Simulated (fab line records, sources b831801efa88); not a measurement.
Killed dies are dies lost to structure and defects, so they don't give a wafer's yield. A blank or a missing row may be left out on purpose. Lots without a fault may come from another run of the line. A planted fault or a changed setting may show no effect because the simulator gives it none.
Which tool did it? | flow sky130 | 13 lots, 39 wafers sampled, at 4 steps of a route of 708

WHAT THE GAUGES READ, wafer by wafer
SKY_LDD_N_OVL_MEAS_07.
lot  | measured     | on         | LDD_N_OVL (nm)
L719 | day 17 01:23 | overlay-01 | -2.7 -2.6 0.0
L720 | day 18 02:27 | overlay-01 | 1.8 -0.8 0.5
L722 | day 19 08:14 | overlay-02 | -2.9 -2.8 -1.7
L724 | day 20 02:25 | overlay-02 | -4.3 -1.9 -2.8
L725 | day 20 17:14 | overlay-01 | -0.7 2.3 -0.4
L727 | day 21 00:09 | overlay-02 | -1.7 -0.4 -2.3
L729 | day 21 09:45 | overlay-02 | -2.1 -3.6 -1.2
L732 | day 23 13:43 | overlay-01 | 1.7 0.6 0.2
L731 | day 23 14:19 | overlay-02 | -1.2 -2.7 -3.5
L735 | day 23 17:37 | overlay-01 | -1.5 -0.8 1.5
L738 | day 24 14:40 | overlay-02 | -0.9 -1.9 -2.5
L740 | day 25 06:55 | overlay-01 | -0.2 1.2 0.3
L742 | day 26 05:29 | overlay-02 | -0.2 0.1 -2.1

SKY_LI_CONTACT_THK_MEAS_01.
lot  | measured     | on            | LI_CONTACT_HDPCVD_THK (nm)
L719 | day 27 04:48 | film_metro-02 | 932 930 945
L720 | day 28 07:52 | film_metro-01 | 918 916 919
L722 | day 29 11:52 | film_metro-01 | 920 921 924
L724 | day 30 06:26 | film_metro-02 | 925 939 914
L725 | day 30 22:38 | film_metro-03 | 942 930 920
L727 | day 31 01:25 | film_metro-01 | 935 927 925
L729 | day 31 09:46 | film_metro-02 | 933 932 942
L732 | day 33 06:30 | film_metro-01 | 921 922 917
L731 | day 33 07:53 | film_metro-03 | 945 933 943
L735 | day 33 11:44 | film_metro-01 | 939 918 933
L738 | day 34 06:08 | film_metro-02 | 935 931 932
L740 | day 34 19:35 | film_metro-02 | 943 939 930
L742 | day 35 17:45 | film_metro-01 | 932 939 931

WHICH TOOL RAN EACH LOT (tool, then ch and the chambers of the sampled wafers, then the start)
lot  | SKY_RES_XHIGH_IMPLANT_07        | SKY_SD_N_STRIP_11
L719 | implanter-03 ch 0, day 25 22:36 | plasma_asher-03 ch 0,1, day 27 03:56
L720 | implanter-02 ch 0, day 27 01:12 | plasma_asher-04 ch 0,1, day 28 07:00
L722 | implanter-04 ch 0, day 28 06:51 | plasma_asher-04 ch 0, day 29 10:59
L724 | implanter-02 ch 0, day 29 00:14 | plasma_asher-03 ch 0,1, day 30 05:34
L725 | implanter-03 ch 0, day 29 17:17 | plasma_asher-03 ch 0,1, day 30 21:46
L727 | implanter-02 ch 0, day 29 20:31 | plasma_asher-04 ch 0,1, day 31 00:32
L729 | implanter-04 ch 0, day 30 05:20 | plasma_asher-04 ch 0,1, day 31 08:55
L732 | implanter-02 ch 0, day 32 02:08 | plasma_asher-01 ch 0,1, day 33 05:38
L731 | implanter-04 ch 0, day 32 03:36 | plasma_asher-01 ch 0,1, day 33 07:01
L735 | implanter-04 ch 0, day 32 07:14 | plasma_asher-03 ch 0,1, day 33 10:53
L738 | implanter-02 ch 0, day 33 01:39 | plasma_asher-04 ch 0,1, day 34 05:12
L740 | implanter-02 ch 0, day 33 16:02 | plasma_asher-03 ch 0,1, day 34 18:43
L742 | implanter-03 ch 0, day 34 13:21 | plasma_asher-03 ch 0,1, day 35 16:52
- SKY_RES_XHIGH_IMPLANT_07
- SKY_SD_N_STRIP_11: strips in O2/N2.

WHAT THE TOOLS THEMSELVES READ (means of the sampled wafers that have a number; where no wafer has one, the mark that the record gives instead)
SKY_RES_XHIGH_IMPLANT_07.
lot  | tool         | beam_energy_keV | dose_ions_cm2
L719 | implanter-03 | 20.001          | 3.604e+14
L720 | implanter-02 | 20.010          | 3.599e+14
L722 | implanter-04 | 19.992          | 3.601e+14
L724 | implanter-02 | 19.998          | 3.602e+14
L725 | implanter-03 | 19.991          | 3.606e+14
L727 | implanter-02 | 19.995          | 3.602e+14
L729 | implanter-04 | 19.997          | 3.599e+14
L732 | implanter-02 | 20.000          | 3.604e+14
L731 | implanter-04 | 18.869          | 3.603e+14
L735 | implanter-04 | 18.879          | 3.599e+14
L738 | implanter-02 | 20.002          | 3.599e+14
L740 | implanter-02 | 20.000          | 3.607e+14
L742 | implanter-03 | 19.998          | 3.599e+14

SKY_SD_N_STRIP_11.
lot  | tool            | drypump_motor_current_A (A) | oes_product_au (a.u.) | strip_time_to_endpoint_s (s)
L719 | plasma_asher-03 | 5.5                         | 0.527                 | 22.59
L720 | plasma_asher-04 | 6.1                         | 0.525                 | 22.59
L722 | plasma_asher-04 | 6.2                         | 0.525                 | 22.54
L724 | plasma_asher-03 | 5.7                         | 0.529                 | 22.52
L725 | plasma_asher-03 | 5.5                         | 0.528                 | 22.54
L727 | plasma_asher-04 | 6.1                         | 0.523                 | 22.53
L729 | plasma_asher-04 | 6.1                         | 0.525                 | 22.53
L732 | plasma_asher-01 | 5.5                         | 0.526                 | 22.63
L731 | plasma_asher-01 | 5.5                         | 0.534                 | 22.55
L735 | plasma_asher-03 | 5.5                         | 0.529                 | 22.50
L738 | plasma_asher-04 | 6.1                         | 0.526                 | 22.50
L740 | plasma_asher-03 | 5.7                         | 0.525                 | 22.50
L742 | plasma_asher-03 | 5.7                         | 0.527                 | 22.53

THE ANSWER, worked out from the rows above alone
Rule: what is usual is taken from the lots themselves. Put in order of their means at a reading, lots are off if they are a third of the lots or fewer, leave a main group of 4 or more, and stand apart from it by a gap of 3 or more times the standard deviation of the main group's means; of several such gaps the widest counts. A main group whose means are all the same, to the digits that the tables above print for the reading, isn't used. A lot without any number at a reading at which 4 lots or more have one is off too. The other lots that the step has rows for count as sound. The gauges are gone through in route order, then the tools' own readings, and for those a lot's mean is taken as printed above. The first step at which some lot is off is used, and at that step the reading that is off furthest; a lot without a number counts as furthest.
Off: L731, L735, at SKY_RES_XHIGH_IMPLANT_07 (beam_energy_keV). The main group: mean 19.999, standard deviation 0.0049.
A tool fits if, at that step or a process step before it, it ran every lot that is off, and no sound lot after the first of them. One fits: implanter-04 at SKY_RES_XHIGH_IMPLANT_07. Its last sound lot is L729 (day 30 05:20), its first lot that is off L731 (day 32 03:36): a fault that began between those two fits.
The tool's own readings at SKY_RES_XHIGH_IMPLANT_07 bear it out: on the lots that are off they differ by more than 5 times the standard deviation of the sound lots' means. beam_energy_keV reads 18.874 there against 19.999 on the sound lots.

WHAT THE SIMULATOR HAD PUT IN
Process parameter drift: implanter-04, from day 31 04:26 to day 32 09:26, at SKY_RES_XHIGH_IMPLANT_07. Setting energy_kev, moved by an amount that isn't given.
Lots struck among those shown: L731, L735. The rule above found the same.
